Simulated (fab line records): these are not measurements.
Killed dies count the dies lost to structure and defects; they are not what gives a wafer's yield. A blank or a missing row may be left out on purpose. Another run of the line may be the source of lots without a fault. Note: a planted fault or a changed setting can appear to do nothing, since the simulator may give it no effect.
Matching of chambers + flow gf180mcu + GF_STI_ETCH_14 on rie si-01: 4 sister chambers
The step etches Si in HBr/Cl2/O2, target depth 360 nm, time 102.9 s. 4 wafers are shown with their chamber, then 9 later ones without.

WAFERS WITH THEIR CHAMBER
| wafer  | chamber | drypump motor current A (A) |
|--------|---------|-----------------------------|
| L353.2 | 3       | 6.0                         |
| L353.4 | 0       | 6.0                         |
| L357.4 | 1       | 5.6                         |
| L357.5 | 2       | 5.4                         |

WAFERS MISSING THEIR CHAMBER
| wafer  | drypump motor current A (A) |
|--------|-----------------------------|
| L361.4 | 6.1                         |
| L361.5 | 6.1                         |
| L361.6 | 5.4                         |
| L362.4 | 6.0                         |
| L362.5 | 6.0                         |
| L362.6 | 6.0                         |
| L363.2 | 6.0                         |
| L363.3 | 5.5                         |
| L363.4 | 6.0                         |

CHAMBER TAKEN BY EACH
| wafer  | from the rows above     | in truth |
|--------|-------------------------|----------|
| L361.4 | can't be placed: 0 or 3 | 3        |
| L361.5 | can't be placed: 0 or 3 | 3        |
| L361.6 | 2                       | 2        |
| L362.4 | can't be placed: 0 or 3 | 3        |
| L362.5 | can't be placed: 0 or 3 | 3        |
| L362.6 | can't be placed: 0 or 3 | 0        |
| L363.2 | can't be placed: 0 or 3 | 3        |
| L363.3 | can't be placed: 1 or 2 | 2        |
| L363.4 | can't be placed: 0 or 3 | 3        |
1 of 9 placed correctly. Can't be placed from these rows: 8 (the true chamber is among the candidates in 8). Placed wrongly: 0.
How it was worked out, from the rows above alone: a wafer's distance from a chamber is the root of the sum, over the readings, of the square of ((its reading less the chamber's mean) divided by the reading's scatter). The wafer belongs to the nearest chamber; if the next one is less than 2 further off, it can't be placed. Each chamber's mean is taken over the wafers shown for it. The scatter: with one shown wafer a chamber, the root of the mean of the squares of how far each hidden wafer lies from its nearest shown one.
